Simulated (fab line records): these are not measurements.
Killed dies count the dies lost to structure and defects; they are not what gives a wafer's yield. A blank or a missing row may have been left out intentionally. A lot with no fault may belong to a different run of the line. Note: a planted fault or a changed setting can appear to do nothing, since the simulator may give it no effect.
A single fault, viewed from 2 desks | flow sky130 | every desk sees just its own numbers, and what lay behind them comes last

## AT THE TOOL OWNER'S DESK: cvd w-01
The tool's own readings at SKY_VIA4_CVD_18 (deposits W, target thk 505 nm, time 152.14 s): means of the sampled wafers that have a number, for each lot that ran on this tool. Any lot whose mean is over 4 standard deviations away from the usual mean is out of limits and marked OUT; that distance is given in the brackets.
Columns: A = heater power w at SKY_VIA4_CVD_18, usual 822 W; B = susceptor temp C at SKY_VIA4_CVD_18, usual 399.99 C
lot  | first seen here | A   | B
L706 | day 43 05:55    | 803 | 400.11
L709 | day 43 23:28    | 772 | 394.15 (-28) OUT
L710 | day 44 07:49    | 780 | 394.27 (-27) OUT
L711 | day 44 11:28    | 816 | 397.20 (-13) OUT
L718 | day 47 04:22    | 807 | 400.19
L719 | day 47 06:22    | 797 | 400.24
L721 | day 47 07:43    | 832 | 399.78
L723 | day 47 09:32    | 810 | 399.86
L724 | day 47 12:55    | 799 | 399.99
This desk's finding: out of limits on L709, L710, L711; first on L709, day 43 23:28 (susceptor temp C at SKY_VIA4_CVD_18). Within limits: L706, L718, L719, L721, L723, L724.

## METROLOGY DESK
Lot by lot, what the gauges showed, no matter which tool ran the lot: averages of those sampled wafers that carry a number. Any lot whose mean is over 4 standard deviations away from the usual mean is out of limits and marked OUT; that distance is given in the brackets.
Columns: A = CAP2M_OVL at SKY_CAP2M_OVL_MEAS_12, usual 0.2 nm; B = VIA4_W_RS at SKY_VIA4_RS_MEAS_19, usual 0.2275 ohm/sq; C = VIA4_W_THK at SKY_VIA4_THK_MEAS_20, usual 509 nm
lot  | first seen here | A    | B                 | C
L706 | day 41 03:59    | 1.2  | 0.2282            | 507
L709 | day 41 21:25    | 1.3  | 0.2540 (+12) OUT  | 456 (-10) OUT
L710 | day 42 05:20    | -1.0 | 0.2521 (+11) OUT  | 466 (-8.5) OUT
L711 | day 42 09:14    | 0.2  | 0.2420 (+6.3) OUT | 485 (-4.6) OUT
L718 | day 45 09:08    | 0.0  | 0.2271            | 511
L719 | day 45 10:13    | 0.6  | 0.2254            | 511
L721 | day 45 11:16    | 0.2  | 0.2259            | 511
L723 | day 45 13:04    | 0.2  | 0.2267            | 513
L724 | day 45 16:10    | -1.6 | 0.2264            | 510
L726 | day 46 11:25    | -1.0 | 0.2293            | 510
Per this desk, out of limits: L709, L710, L711; the first was L709, day 43 23:37 (VIA4_W_RS at SKY_VIA4_RS_MEAS_19). Within limits: L706, L718, L719, L721, L723, L724, L726.

## PUT TOGETHER
The tool owner's desk had the chance to raise an alarm at day 43 23:28 on L709, L710, L711.
An alarm was possible from the metrology desk at day 43 23:37, on L709, L710, L711.
Every lot named ran SKY_VIA4_CVD_18 on cvd w-01.

## WHAT WAS PUT IN BY THE SIMULATOR
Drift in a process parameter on cvd w-01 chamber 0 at SKY_VIA4_CVD_18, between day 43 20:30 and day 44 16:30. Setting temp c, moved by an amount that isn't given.
Lots struck among those shown: L709, L710, L711.
Hours from the fault's start to each desk's first reading out of limits: the tool owner's desk, 3; the metrology desk, 3.
